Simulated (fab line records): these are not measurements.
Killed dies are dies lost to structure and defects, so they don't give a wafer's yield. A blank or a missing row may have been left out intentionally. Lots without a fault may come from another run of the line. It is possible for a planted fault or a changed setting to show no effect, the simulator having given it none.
fab line records | flow sky130
record: lots: 7 wafers: 21 lastDay: 50
route steps=708 shown VIA4@645
lots that met no fault: from a run of the same line without faults
startH: hours from the record's first day to the start of the lot's first wafer shown | waitH: how many hours have passed since the lot's step before this one | " as in the row above | L1.1+2: several wafers, shown together as one row | - value missing, or start not given | * or withheld: withheld | < > ~ a bound
route shown NAME@n: names a module that has steps shown in the file, with the first one's number in the route | usual: average and standard deviation across the fault-free wafers | same: alike in all rows | chamber/n: place in a boat | sites: readings site by site | _std_site: their standard deviation | _edge_site: outer sites' mean less inner sites' | radiusMm: how far each site lies from the wafer's centre | mask NAME#n: copy n | behind: the last tool/chamber to shape the wafer | hold: what put the lot on hold/how long, in hours/how the hold closed | device: the transistor (n, p or np) that didn't switch | end of line: the tests these same wafers got at the end of their route | a step with no rows: only its recipe | killed: dies lost to structure and defects at the first sort, not the wafer's yield | map: the dies of a wafer, with x for killed, . for not killed, _ for no die there
set.NAME: the setting the step ran with; set.NAME@STEP: the setting that earlier step ran with | model.NAME: the simulator's own value behind a step, which no gauge read
certain route steps with their lots: each step a table, each wafer a row
services: the hour from which a tool's chamber was out of use, counted from the record's first day as startH (under 0 if before that day), plus the number of hours and why
== steps ==
step: SKY_VIA4_COAT_06
recipe: resist: NOVOLAK spinRpm: 3000 resistThkNm: 1140
step: SKY_VIA4_SOFTBAKE_07
recipe: tempC: 90 timeS: 60 resist: NOVOLAK
step: SKY_VIA4_EXPOSE_08
recipe: maskId: VIM4 na: 0.6 sourceShape: conventional sigmaOuter: 0.6 polarization: unpolarized targetCdNm: 800 doseMj: 132
step: SKY_VIA4_PEB_09
recipe: tempC: withheld timeS: * resist: NOVOLAK
step: SKY_VIA4_DEVELOP_10
recipe: resist: NOVOLAK developer: TMAH developTimeS: 60 devTempC: 23
step: SKY_VIA4_OVL_MEAS_11
usual: VIA4_OVL: 0.4/1.3
columns lot.wafer tool chamber startH waitH VIA4_OVL[nm]
L632.2 overlay-01 - 1033.47 0.1 -0.7
L632.3 " - " " -1.9
L632.4 " - " " -2.1
L641.2 overlay-02 - 1095.98 0.1 0.2
L641.5 " - " " 1.2
L641.6 " - " " 0.2
L646.1 overlay-02 - 1117.52 0.1 -0.4
L646.4 " - " " 2.0
L646.6 " - " " -0.5
L645.2 overlay-01 - 1121.03 0.1 0.0
L645.3 " - " " -0.3
L645.4 " - " " -1.5
L647.3 overlay-02 - 1124.00 0.1 1.3
L647.5 " - " " -0.3
L647.6 " - " " -1.5
L649.1 overlay-01 - 1133.46 0.1 0.0
L649.2 " - " " 0.2
L649.6 " - " " -0.5
L651.2 overlay-02 - 1155.52 0.1 0.9
L651.5 " - " " 0.6
L651.6 " - " " -0.1
step: SKY_VIA4_ETCH_12
recipe: target: SiO2 chemistry: C4F8/O2/Ar stopOn: TiN maskMaterial: NOVOLAK sourceW: 1500 biasW: 1200 pressureMtorr: 40 c4f8FlowSccm: withheld O2_flow_sccm: 6 Ar_flow_sccm: 300 timeS: withheld targetDepthA: 5800
usual: chamberPressureMTorr: 40.00/0.033 oesProductAu: 0.926/0.0048
columns lot.wafer tool chamber startH waitH chamberPressureMTorr oesProductAu
L632.2 rieDiel-04 2 1033.50 0.0 40.02 0.932
L632.3 " 3 " " 40.02 0.927
L632.4 " 1 " " 40.02 0.926
L641.2 rieDiel-01 0 1096.01 0.0 40.01 0.928
L641.5 " 1 " " 40.03 0.932
L641.6 " 0 " " 40.02 0.926
L646.1 rieDiel-01 3 1117.56 0.0 39.97 0.920
L646.4 " 2 " " 40.04 0.925
L646.6 " 3 " " 39.97 0.923
L645.2 rieDiel-04 3 1121.06 0.0 39.95 0.926
L645.3 " 2 " " 39.97 0.917
L645.4 " 3 " " 40.02 0.926
L647.3 rieDiel-03 3 1124.02 0.0 40.07 0.929
L647.5 " 2 " " 40.02 0.918
L647.6 " 1 " " 39.98 0.920
L649.1 rieDiel-04 2 1133.50 0.0 40.00 0.923
L649.2 " 3 " " 40.03 0.932
L649.6 " 0 " " 39.96 0.922
L651.2 rieDiel-03 3 1155.55 0.0 40.00 0.927
L651.5 " 1 " " 40.01 0.924
L651.6 " 0 " " 39.98 0.924
step: SKY_VIA4_STRIP_13
recipe: chemistry: O2/N2 powerW: 1400 pressureMtorr: 1500 platenTempC: withheld o2FlowSccm: 3000 n2FlowSccm: 300 overashFraction: 0.5
usual: chamberPressureMTorr: 1500.1/1.4 drypumpMotorCurrentA: 5.8/0.45 n2FlowSccm: 300.0/0.75 oesProductAu: 0.709/0.0048 stripTimeToEndpointS: 12.804/0.027
columns lot.wafer tool chamber startH waitH chamberPressureMTorr drypumpMotorCurrentA n2FlowSccm oesProductAu rfHoursCounterH stripTimeToEndpointS
L632.2 plasmaAsher-01 1 1033.57 - 1497.5 5.1 301.5 0.709 95 12.823
L632.3 " 1 " " 1499.9 5.1 299.7 0.702 - 12.763
L632.4 " 0 " " 1500.5 6.1 299.9 0.715 - 12.787
L641.2 plasmaAsher-01 1 1096.08 - 1501.1 5.1 300.6 0.710 102 12.819
L641.5 " 1 " " 1497.9 5.1 300.2 0.706 - 12.828
L641.6 " 0 " " 1500.8 6.2 300.0 0.708 - 12.833
L646.1 plasmaAsher-01 1 1117.63 - 1500.9 5.1 300.9 0.710 104 12.873
L646.4 " 1 " " 1499.3 5.1 301.0 0.710 - 12.826
L646.6 " 0 " " 1501.9 6.2 301.5 0.713 - 12.829
L645.2 plasmaAsher-01 0 1121.13 - 1502.1 6.1 299.6 0.711 104 12.785
L645.3 " 1 " " 1500.9 5.1 300.9 0.705 - 12.796
L645.4 " 0 " " 1499.7 6.1 299.6 0.704 - 12.800
L647.3 plasmaAsher-03 1 1124.13 - 1501.0 6.1 301.0 0.714 - 12.789
L647.5 " 0 " " 1499.6 5.4 299.8 0.714 - 12.816
L647.6 " 1 " " 1500.8 6.1 299.5 0.718 - 12.786
L649.1 plasmaAsher-04 0 1133.57 - 1499.5 6.0 300.0 0.709 62 12.743
L649.2 " 1 " " 1500.2 6.1 298.7 0.709 62 12.784
L649.6 " 0 " " 1500.1 6.0 300.1 0.707 - 12.809
L651.2 plasmaAsher-03 0 1155.62 - 1497.6 5.4 300.2 0.707 38 12.774
L651.5 " 1 " " 1499.7 6.1 300.3 0.711 - 12.752
L651.6 " 0 " " 1500.3 5.4 300.3 0.710 - 12.821
step: SKY_VIA4_STRIP_14
recipe: chemistry: postEtchResidueRemover timeS: 1200 tempC: 72.5
step: SKY_VIA4_CLEAN_15
recipe: chemistry: IPA timeS: 180 tempC: 25
step: SKY_VIA4_CLEAN_16
recipe: chemistry: O3/DIW dry: n2Spin
step: SKY_VIA4_SPUTTER_17
recipe: material: TiN targetThkNm: 20 chamberPressurePa: 5 powerW: 4000 timeS: 80
usual: cathodeDcPowerW: 4000.0/0.8 throttleValvePct: 29.8/1.1
columns lot.wafer tool chamber startH waitH cathodeDcPowerW throttleValvePct
L632.2 pvdSputter-01 - 1034.16 0.0 3999.1 30.1
L632.3 " - " " 4000.1 29.9
L632.4 " - " " 4000.6 28.1
L641.2 pvdSputter-01 - 1096.70 0.0 4000.2 32.6
L641.5 " - " " 3998.4 32.1
L641.6 " - " " 4000.4 30.2
L646.1 pvdSputter-02 - 1118.22 0.0 3999.0 28.7
L646.4 " - " " 3999.4 28.6
L646.6 " - " " 4001.4 28.4
L645.2 pvdSputter-01 - 1122.42 0.0 3999.6 30.1
L645.3 " - " " 4000.2 30.2
L645.4 " - " " 4001.3 28.3
L647.3 pvdSputter-04 - 1124.69 0.0 3999.7 30.4
L647.5 " - " " 4000.4 30.2
L647.6 " - " " 4000.7 30.3
L649.1 pvdSputter-02 - 1134.18 0.0 3999.8 30.2
L649.2 " - " " 4000.4 28.2
L649.6 " - " " 4000.4 28.6
L651.2 pvdSputter-02 - 1156.25 0.0 4000.6 28.6
L651.5 " - " " 4000.5 28.6
L651.6 " - " " 3999.1 30.4
step: SKY_VIA4_CVD_18
recipe: material: W targetThkNm: 505 timeS: 152.14 tempC: 400 pressureTorr: 40
usual: chamberPressureTorr: 40.00/0.085 heaterPowerOuterW: 576/35 heaterPowerW: 932/49
columns lot.wafer tool chamber startH waitH chamberPressureTorr heaterPowerOuterW heaterPowerW
L632.2 cvdW-01 1 1034.22 0.0 40.07 613 972
L632.3 " 0 " " 39.93 537 857
L632.4 " 1 " " 40.12 607 949
L641.2 cvdW-01 0 1096.99 0.3 40.11 517 872
L641.5 " 0 " " 40.03 527 879
L641.6 " 1 " " 39.95 601 979
L646.1 cvdW-01 0 1118.28 0.0 - - -
L646.4 " 0 " " - - -
L646.6 " 0 " " - - -
L645.2 cvdW-02 1 1122.53 0.1 - - -
L645.3 " 1 " " - - -
L645.4 " 1 " " - - -
L647.3 cvdW-02 1 1124.85 0.1 - - -
L647.5 " 1 " " - - -
L647.6 " 1 " " - - -
L649.1 cvdW-01 0 1134.24 0.0 39.87 529 853
L649.2 " 1 " " 40.00 620 979
L649.6 " 0 " " 39.86 539 861
L651.2 cvdW-01 0 1156.31 0.0 40.08 549 898
L651.5 " 1 " " 39.94 617 941
L651.6 " 0 " " 40.01 539 874
step: SKY_VIA4_RS_MEAS_19
recipe: thkMeasGauge: four-point-probe reads: W_of_VIA4_CVD_18+TiN_of_VIA4_SPUTTER_17
usual: VIA4_W_RS: 0.226/0.003
columns lot.wafer tool chamber startH waitH VIA4_W_RS[ohm/sq]
L632.2 filmMetro-04 - 1034.39 0.1 0.228
L632.3 " - " " 0.223
L632.4 " - " " 0.226
L641.2 filmMetro-04 - 1097.19 0.1 0.224
L641.5 " - " " 0.225
L641.6 " - " " 0.228
L646.1 filmMetro-03 - 1118.43 0.1 56.212
L646.4 " - " " 56.060
L646.6 " - " " 56.048
L645.2 filmMetro-04 - 1122.80 0.2 57.578
L645.3 " - " " 57.435
L645.4 " - " " 57.752
L647.3 filmMetro-04 - 1125.09 0.2 57.880
L647.5 " - " " 57.968
L647.6 " - " " 58.130
L649.1 filmMetro-02 - 1134.39 0.1 0.228
L649.2 " - " " 0.227
L649.6 " - " " 0.227
L651.2 filmMetro-03 - 1156.48 0.1 0.223
L651.5 " - " " 0.225
L651.6 " - " " 0.223
step: SKY_VIA4_THK_MEAS_20
recipe: thkMeasGauge: xrf reads: W_of_VIA4_CVD_18
usual: VIA4_W_THK: 503/6.7
columns lot.wafer tool chamber startH waitH VIA4_W_THK[nm]
L632.2 filmMetro-04 - 1034.50 0.1 499
L632.3 " - " " 511
L632.4 " - " " 505
L641.2 filmMetro-04 - 1097.30 0.1 504
L641.5 " - " " 500
L641.6 " - " " 495
L646.1 filmMetro-03 - 1118.55 0.1 <0
L646.4 " - " " -
L646.6 " - " " -
L645.2 filmMetro-04 - 1122.91 0.1 -
L645.3 " - " " -
L645.4 " - " " -
L647.3 filmMetro-04 - 1125.19 0.1 -
L647.5 " - " " <0
L647.6 " - " " -
L649.1 filmMetro-02 - 1134.51 0.1 502
L649.2 " - " " 503
L649.6 " - " " 504
L651.2 filmMetro-03 - 1156.59 0.1 510
L651.5 " - " " 507
L651.6 " - " " 510
step: SKY_VIA4_CMP_21
recipe: stopOn: SiO2 tOverpolishS: 25 downForcePsi: 3.5 platenRpm: 60 targetThkNm: 0 padVelocityMS: 0.94248
usual: motorCurrentA: 11.1/1 slurryFlowMlMin: 150.0/0.45 timeToEndpointS: 125/4.9
columns lot.wafer tool chamber startH waitH motorCurrentA slurryFlowMlMin timeToEndpointS
L632.3 cmp-01 0 1034.66 0.1 10.9 150.1 131
L632.2 " 1 " " 11.1 149.6 125
L632.4 " 2 " " 11.0 149.5 122
L641.2 cmp-02 0 1097.47 0.2 12.7 150.1 124
L641.5 " 0 " " 12.2 150.0 122
L641.6 " 1 " " 9.3 151.0 127
L646.4 cmp-02 2 1118.61 0.0 10.3 150.1 5
L646.1 " 3 " " 11.8 150.0 7
L646.6 " 2 " " 10.0 150.5 8
L645.3 cmp-02 3 1123.20 0.3 11.6 149.8 6
L645.4 " 1 " " 9.5 150.4 7
L645.2 " 2 " " 10.4 149.7 6
L647.3 cmp-01 0 1125.47 0.3 11.1 150.5 11
L647.5 " 1 " " 11.4 150.8 5
L647.6 " 2 " " 11.3 150.5 5
L649.2 cmp-02 1 1134.57 0.0 9.0 149.8 128
L649.1 " 2 " " 10.7 150.2 123
L649.6 " 1 " " 9.0 150.0 128
L651.2 cmp-01 2 1156.69 0.1 11.4 150.3 125
L651.5 " 1 " " 11.8 149.6 123
L651.6 " 2 " " 11.2 150.7 124
== services ==
columns tool chamber startH hours kind
pvdSputter-02 - 1011.12 0.8 repair
cmp-02 - 1012.63 4.0 repair
cmp-01 - 1015.11 1.5 repair
plasmaAsher-03 - 1018.32 4.3 pm
cmp-01 - 1030.60 0.5 repair
cmp-01 - 1046.85 1.7 repair
rieDiel-01 1 1047.35 1.2 repair
cvdW-02 - 1052.59 6.0 pm
pvdSputter-01 0 1058.42 - consumableReplace:kit
pvdSputter-01 0 1058.42 18.0 scheduledDown
rieDiel-01 - 1058.71 5.7 repair
rieDiel-01 3 1071.60 8.3 repair
cvdW-02 - 1079.42 28.1 pm
cmp-01 - 1084.04 4.0 pm
cmp-02 - 1084.58 1.6 repair
rieDiel-03 1 1099.68 14.0 repair
rieDiel-04 1 1113.25 10.0 repair
cvdW-02 0 1116.71 17.6 repair
rieDiel-01 - 1118.31 3.3 repair
rieDiel-04 2 1128.29 3.6 repair
rieDiel-03 1 1131.83 7.4 repair
pvdSputter-02 - 1141.51 4.3 repair
cmp-02 - 1145.96 6.0 pm
cmp-02 - 1155.15 4.6 repair
== key ==
firstSign: step: SKY_VIA4_CVD_18 reading: toolRecord direction: missing
effect: step: SKY_VIA4_RS_MEAS_19 reading: VIA4_W_RS direction: up sigmas: 99+ usual: 0.226 struck: 57.229
effect: step: SKY_VIA4_THK_MEAS_20 reading: VIA4_W_THK direction: missing
effect: step: SKY_VIA4_CMP_21 reading: timeToEndpointS direction: down sigmas: 24 usual: * struck: *
metAt SKY_VIA4_CVD_18
struckWafers L645.2,L645.3,L645.4,L646.1,L646.4,L646.6,L647.3,L647.5,L647.6
laterRowsLeftOut L645.2,L645.3,L645.4,L646.1,L646.4,L646.6,L647.3,L647.5,L647.6
sortLeftOut L645.2,L645.3,L645.4,L646.1,L646.4,L646.6,L647.3,L647.5,L647.6
onsetBetween 1096.99 1118.28
fault: kind: skippedStepWhole tool: cvdW-01,cvdW-02 chamber: - onsetH: 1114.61 steps: SKY_VIA4_CVD_18 scope: struckLotsOnly
sortLeftOut: the simulated sort isn't trusted on such a fault, so these wafers' sort isn't shown, and their yield isn't known
laterRowsLeftOut: the simulator's readings of these wafers behind a module that went badly wrong aren't trusted and aren't shown, but for the sort
